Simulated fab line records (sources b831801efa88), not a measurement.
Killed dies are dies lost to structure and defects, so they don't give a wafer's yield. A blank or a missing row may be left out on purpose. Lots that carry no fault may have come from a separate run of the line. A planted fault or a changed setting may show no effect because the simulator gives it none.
The tool behind it: which one? || flow sky130 || 14 lots with 42 wafers sampled at 2 steps, on a route of 708 steps

WHAT EACH GAUGE READ, for each wafer
SKY_SD_N_CD_MEAS_07: target cd 380 nm. Usual: 380.6 nm for cdNm, sd 2.7.
{"lot": "L182", "measured": "day 27 19:28", "on": "cdSem-02", "cdNm (nm)": "383.3 381.3 381.7", "flag": ""}
{"lot": "L184", "measured": "day 28 23:53", "on": "cdSem-02", "cdNm (nm)": "381.2 380.1 383.0", "flag": ""}
{"lot": "L185", "measured": "day 29 06:37", "on": "cdSem-02", "cdNm (nm)": "380.8 379.1 379.7", "flag": ""}
{"lot": "L188", "measured": "day 30 13:46", "on": "cdSem-02", "cdNm (nm)": "377.2 374.3 377.1", "flag": ""}
{"lot": "L187", "measured": "day 30 14:29", "on": "cdSem-02", "cdNm (nm)": "385.8 383.5 385.1", "flag": ""}
{"lot": "L190", "measured": "day 31 01:40", "on": "cdSem-02", "cdNm (nm)": "377.7 377.5 374.7", "flag": ""}
{"lot": "L189", "measured": "day 31 05:59", "on": "cdSem-02", "cdNm (nm)": "381.3 382.3 384.3", "flag": ""}
{"lot": "L192", "measured": "day 31 08:29", "on": "cdSem-02", "cdNm (nm)": "378.3 380.6 379.0", "flag": ""}
{"lot": "L193", "measured": "day 31 21:14", "on": "cdSem-02", "cdNm (nm)": "307.3 304.9 381.8 307.5 305.4 381.7", "flag": "OFF"}
{"lot": "L194", "measured": "day 32 06:19", "on": "cdSem-02", "cdNm (nm)": "307.1 379.5 303.8 307.0 379.1 304.2", "flag": "OFF"}
{"lot": "L199", "measured": "day 33 18:50", "on": "cdSem-01", "cdNm (nm)": "380.7 382.9 381.8", "flag": ""}
{"lot": "L200", "measured": "day 34 08:49", "on": "cdSem-01", "cdNm (nm)": "380.1 381.3 378.3", "flag": ""}
{"lot": "L204", "measured": "day 35 09:30", "on": "cdSem-02", "cdNm (nm)": "380.5 381.4 379.6", "flag": ""}
{"lot": "L205", "measured": "day 35 11:32", "on": "cdSem-02", "cdNm (nm)": "384.2 383.4 383.7", "flag": ""}

TOOL THAT RAN EACH LOT (tool first, then ch and the chambers of the sampled wafers, then the start)
{"lot": "L182", "SKY_SD_N_DEVELOP_06": "lithoTrack-03 ch 0, day 27 19:19"}
{"lot": "L184", "SKY_SD_N_DEVELOP_06": "lithoTrack-03 ch 0, day 28 23:45"}
{"lot": "L185", "SKY_SD_N_DEVELOP_06": "lithoTrack-04 ch 0, day 29 06:28"}
{"lot": "L188", "SKY_SD_N_DEVELOP_06": "lithoTrack-03 ch 0, day 30 13:37"}
{"lot": "L187", "SKY_SD_N_DEVELOP_06": "lithoTrack-03 ch 0, day 30 14:18"}
{"lot": "L190", "SKY_SD_N_DEVELOP_06": "lithoTrack-04 ch 0, day 31 01:31"}
{"lot": "L189", "SKY_SD_N_DEVELOP_06": "lithoTrack-03 ch 0, day 31 05:45"}
{"lot": "L192", "SKY_SD_N_DEVELOP_06": "lithoTrack-04 ch 0, day 31 08:12"}
{"lot": "L193", "SKY_SD_N_DEVELOP_06": "lithoTrack-04 ch 0, day 31 21:01"}
{"lot": "L194", "SKY_SD_N_DEVELOP_06": "lithoTrack-04 ch 0, day 32 06:10"}
{"lot": "L199", "SKY_SD_N_DEVELOP_06": "lithoTrack-01 ch 0, day 33 18:41"}
{"lot": "L200", "SKY_SD_N_DEVELOP_06": "lithoTrack-01 ch 0, day 34 08:40"}
{"lot": "L204", "SKY_SD_N_DEVELOP_06": "lithoTrack-04 ch 0, day 35 09:21"}
{"lot": "L205", "SKY_SD_N_DEVELOP_06": "lithoTrack-03 ch 0, day 35 11:24"}
- SKY_SD_N_DEVELOP_06: develop time 60 s.

AS READ BY THE TOOLS THEMSELVES (means over the sampled wafers that have a number; for cases with no such wafer, the mark the record gives instead)
The record holds no such reading with a usual standard deviation.

THE ANSWER, worked out from the rows above alone
Rule: take the mean of a lot's wafers that have a number; if it is more than 3 standard deviations from the usual mean, the lot is off. A lot without any number at a reading at which 4 lots or more have one is off too. The other lots that the step has rows for count as sound. Order of review: gauges by route order, followed by the tools' own readings, for which a lot's mean as printed above is used. At the first step where some lot is off, the reading lying furthest off is the one used; lots without a number count as furthest.
Off: L193, L194 (SKY_SD_N_CD_MEAS_07, cdNm).
A tool fits if, at a process step before that reading, it ran every lot that is off, and no sound lot after the first of them. Gauges at SKY_SD_N_CD_MEAS_07: tried the same way as those tools. No candidate that was tried fits.

WHAT THE SIMULATOR HAD PUT IN
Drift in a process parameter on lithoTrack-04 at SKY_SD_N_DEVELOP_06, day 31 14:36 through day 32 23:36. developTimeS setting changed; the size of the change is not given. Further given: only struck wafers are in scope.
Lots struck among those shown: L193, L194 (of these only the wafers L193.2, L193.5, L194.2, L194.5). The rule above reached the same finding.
